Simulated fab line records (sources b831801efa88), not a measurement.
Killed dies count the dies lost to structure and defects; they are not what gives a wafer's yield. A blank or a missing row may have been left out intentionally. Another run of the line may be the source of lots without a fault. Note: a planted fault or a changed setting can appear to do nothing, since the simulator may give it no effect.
Which tool did it? | flow gf180mcu | 15 lots, 42 wafers sampled, at 5 steps of a route of 602

WHAT THE GAUGES READ, wafer by wafer
GF_VT_IMPLANT_TW_MEAS_43. Usual: for VT_IMPLANT_4_TW the level is 689 and the standard deviation is 5.3.
lot  | measured     | on           | VT_IMPLANT_4_TW | flag
L403 | day 7 12:25  | filmMetro-03 | 678 679 683     | 
L404 | day 7 19:14  | filmMetro-03 | 681 683 681     | 
L405 | day 8 00:39  | filmMetro-02 | 690 688 687     | 
L406 | day 8 10:44  | filmMetro-01 | 694 694 696     | 
L407 | day 8 14:05  | filmMetro-02 | 688 684 686     | 
L408 | day 8 21:44  | filmMetro-03 | 685 685 691     | 
L409 | day 9 04:34  | filmMetro-02 | 682 681 683     | 
L415 | day 10 21:31 | filmMetro-01 | 694 691         | 
L417 | day 11 08:52 | filmMetro-03 | 688 687         | 
L418 | day 11 19:59 | filmMetro-01 | 691 694 691     | 
L419 | day 11 23:51 | filmMetro-03 | 682 683         | 
L420 | day 12 05:45 | filmMetro-02 | 684 681 685     | 
L421 | day 12 12:41 | filmMetro-02 | 685 683 683     | 
L422 | day 12 20:18 | filmMetro-01 | 696 696 699     | 
L426 | day 13 23:47 | filmMetro-01 | 694 693 693     | 

GF_VT_IMPLANT_RS_MEAS_46: a four-point-probe measurement. Usual: for MVSD_RS the level is 456.1 ohm/sq and the standard deviation is 1.1.
lot  | measured     | on           | MVSD_RS (ohm/sq)  | flag
L403 | day 7 12:40  | filmMetro-04 | 455.5 456.3 455.7 | 
L404 | day 7 19:28  | filmMetro-04 | 457.5 456.2 456.3 | 
L405 | day 8 00:53  | filmMetro-03 | 455.6 457.1 458.0 | 
L406 | day 8 10:56  | filmMetro-02 | 455.0 456.9 455.4 | 
L407 | day 8 14:17  | filmMetro-02 | 457.2 458.8 457.3 | 
L408 | day 8 21:58  | filmMetro-02 | 457.8 456.2 457.1 | 
L409 | day 9 04:47  | filmMetro-03 | 455.5 454.9 455.8 | 
L415 | day 10 21:45 | filmMetro-04 | 457.1 457.0       | 
L417 | day 11 09:05 | filmMetro-03 | 455.4 455.7       | 
L418 | day 11 20:11 | filmMetro-03 | 456.2 455.8 456.8 | 
L419 | day 12 00:04 | filmMetro-02 | 455.8 456.7       | 
L420 | day 12 05:58 | filmMetro-04 | 455.9 456.3 455.9 | 
L421 | day 12 12:58 | filmMetro-04 | 455.7 454.7 455.8 | 
L422 | day 12 20:32 | filmMetro-04 | 454.5 454.3 454.7 | 
L426 | day 14 00:01 | filmMetro-03 | 456.2 454.7 456.0 | 

GF_VT_IMPLANT_RS_MEAS_48: a four-point-probe measurement. Usual: for LVPWELL_RS the level is 1196 ohm/sq and the standard deviation is 3.1.
lot  | measured     | on           | LVPWELL_RS (ohm/sq) | flag
L403 | day 7 12:54  | filmMetro-04 | 1200 1200 1198      | 
L404 | day 7 19:42  | filmMetro-04 | 1195 1193 1194      | 
L405 | day 8 01:07  | filmMetro-03 | 1195 1192 1195      | 
L406 | day 8 11:11  | filmMetro-02 | 1197 1193 1195      | 
L407 | day 8 14:32  | filmMetro-02 | 1196 1195 1195      | 
L408 | day 8 22:12  | filmMetro-02 | 1195 1198 1197      | 
L409 | day 9 05:01  | filmMetro-03 | 1194 1193 1192      | 
L415 | day 10 21:59 | filmMetro-04 | 1196 1238           | OFF
L417 | day 11 09:20 | filmMetro-03 | 1243 1244           | OFF
L418 | day 11 20:26 | filmMetro-03 | 1203 1203 1204      | 
L419 | day 12 00:18 | filmMetro-02 | 1240 1197           | OFF
L420 | day 12 06:12 | filmMetro-04 | 1194 1194 1194      | 
L421 | day 12 13:12 | filmMetro-04 | 1195 1196 1195      | 
L422 | day 12 20:46 | filmMetro-04 | 1194 1194 1195      | 
L426 | day 14 00:16 | filmMetro-03 | 1193 1194 1192      | 

WHAT TOOL EACH LOT RAN ON (gives the tool, then ch and the chambers of the sampled wafers, and finally the start)
lot  | GF_LVPWELL_IMPLANT_09          | GF_VT_IMPLANT_RTA_45
L403 | implanter-01 ch 0, day 3 20:47 | rtpAnneal-02 ch 0, day 7 12:33
L404 | implanter-02 ch 0, day 4 03:05 | rtpAnneal-02 ch 0, day 7 19:22
L405 | implanter-02 ch 0, day 4 07:30 | rtpAnneal-02 ch 0, day 8 00:47
L406 | implanter-01 ch 0, day 4 13:10 | rtpAnneal-01 ch 0, day 8 10:50
L407 | implanter-02 ch 0, day 4 18:55 | rtpAnneal-01 ch 0, day 8 14:11
L408 | implanter-02 ch 0, day 5 00:34 | rtpAnneal-02 ch 0, day 8 21:52
L409 | implanter-02 ch 0, day 5 06:05 | rtpAnneal-01 ch 0, day 9 04:41
L415 | implanter-03 ch 0, day 6 16:38 | rtpAnneal-02 ch 0, day 10 21:38
L417 | implanter-03 ch 0, day 7 02:16 | rtpAnneal-01 ch 0, day 11 08:59
L418 | implanter-01 ch 0, day 7 13:18 | rtpAnneal-02 ch 0, day 11 20:05
L419 | implanter-03 ch 0, day 7 15:17 | rtpAnneal-02 ch 0, day 11 23:58
L420 | implanter-01 ch 0, day 7 19:41 | rtpAnneal-02 ch 0, day 12 05:52
L421 | implanter-01 ch 0, day 8 01:54 | rtpAnneal-01 ch 0, day 12 12:52
L422 | implanter-01 ch 0, day 8 09:08 | rtpAnneal-01 ch 0, day 12 20:25
L426 | implanter-01 ch 0, day 9 06:38 | rtpAnneal-02 ch 0, day 13 23:55
- GF_LVPWELL_IMPLANT_09
- GF_VT_IMPLANT_RTA_45: time 30 s.

WHAT THE TOOLS THEMSELVES READ (means of the sampled wafers that have a number; where no wafer has one, the mark that the record gives instead)
GF_LVPWELL_IMPLANT_09. Usual: doseIonsCm2 5.001e+12, standard deviation 6.6e+09.
lot  | tool         | doseIonsCm2 | flag
L403 | implanter-01 | 4.999e+12   | 
L404 | implanter-02 | 4.999e+12   | 
L405 | implanter-02 | 5.007e+12   | 
L406 | implanter-01 | 4.993e+12   | 
L407 | implanter-02 | 5.003e+12   | 
L408 | implanter-02 | 4.999e+12   | 
L409 | implanter-02 | 5.001e+12   | 
L415 | implanter-03 | 4.999e+12   | 
L417 | implanter-03 | 5.006e+12   | 
L418 | implanter-01 | 4.995e+12   | 
L419 | implanter-03 | 5.000e+12   | 
L420 | implanter-01 | 5.007e+12   | 
L421 | implanter-01 | 4.989e+12   | 
L422 | implanter-01 | 5.003e+12   | 
L426 | implanter-01 | 5.012e+12   | 

GF_VT_IMPLANT_RTA_45. Usual: lampPowerPct 43 %, standard deviation 3.5; wafer_temp_C_max 1054.9, standard deviation 1.3.
lot  | tool         | lampPowerPct (%) | wafer_temp_C_max | flag
L403 | rtpAnneal-02 | 40               | 1056.1           | 
L404 | rtpAnneal-02 | 40               | 1055.5           | 
L405 | rtpAnneal-02 | 40               | 1056.2           | 
L406 | rtpAnneal-01 | 47               | 1053.7           | 
L407 | rtpAnneal-01 | 47               | 1053.9           | 
L408 | rtpAnneal-02 | 40               | 1055.5           | 
L409 | rtpAnneal-01 | 47               | 1053.6           | 
L415 | rtpAnneal-02 | 40               | 1054.8           | 
L417 | rtpAnneal-01 | 47               | 1053.5           | 
L418 | rtpAnneal-02 | 40               | 1056.2           | 
L419 | rtpAnneal-02 | 40               | 1055.0           | 
L420 | rtpAnneal-02 | 40               | 1055.6           | 
L421 | rtpAnneal-01 | 47               | 1054.3           | 
L422 | rtpAnneal-01 | 47               | 1053.7           | 
L426 | rtpAnneal-02 | 40               | 1056.8           | 

THE ANSWER, worked out from the rows above alone
Rule: a lot is off if the mean of its wafers that have a number lies more than 3 standard deviations from the usual mean. A lot without any number at a reading at which 4 lots or more have one is off too. The other lots that the step has rows for count as sound. Order of review: gauges by route order, followed by the tools' own readings, for which a lot's mean as printed above is used. At the first step where some lot is off, the reading lying furthest off is the one used; lots without a number count as furthest.
Off: at GF_VT_IMPLANT_RS_MEAS_48 (LVPWELL_RS), L415, L417, L419.
If a tool, at a process step before that reading, ran all the lots that are off and no sound lot after the first of them, it fits. Gauges at GF_VT_IMPLANT_RS_MEAS_48: tried the same way as those tools. One fits: implanter-03 at GF_LVPWELL_IMPLANT_09. It ran no sound lot before its first lot that is off in this sample, so the start can't be narrowed down.

WHAT WAS PUT IN BY THE SIMULATOR
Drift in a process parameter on implanter-03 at GF_LVPWELL_IMPLANT_09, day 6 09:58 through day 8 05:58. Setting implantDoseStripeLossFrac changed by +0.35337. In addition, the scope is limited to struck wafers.
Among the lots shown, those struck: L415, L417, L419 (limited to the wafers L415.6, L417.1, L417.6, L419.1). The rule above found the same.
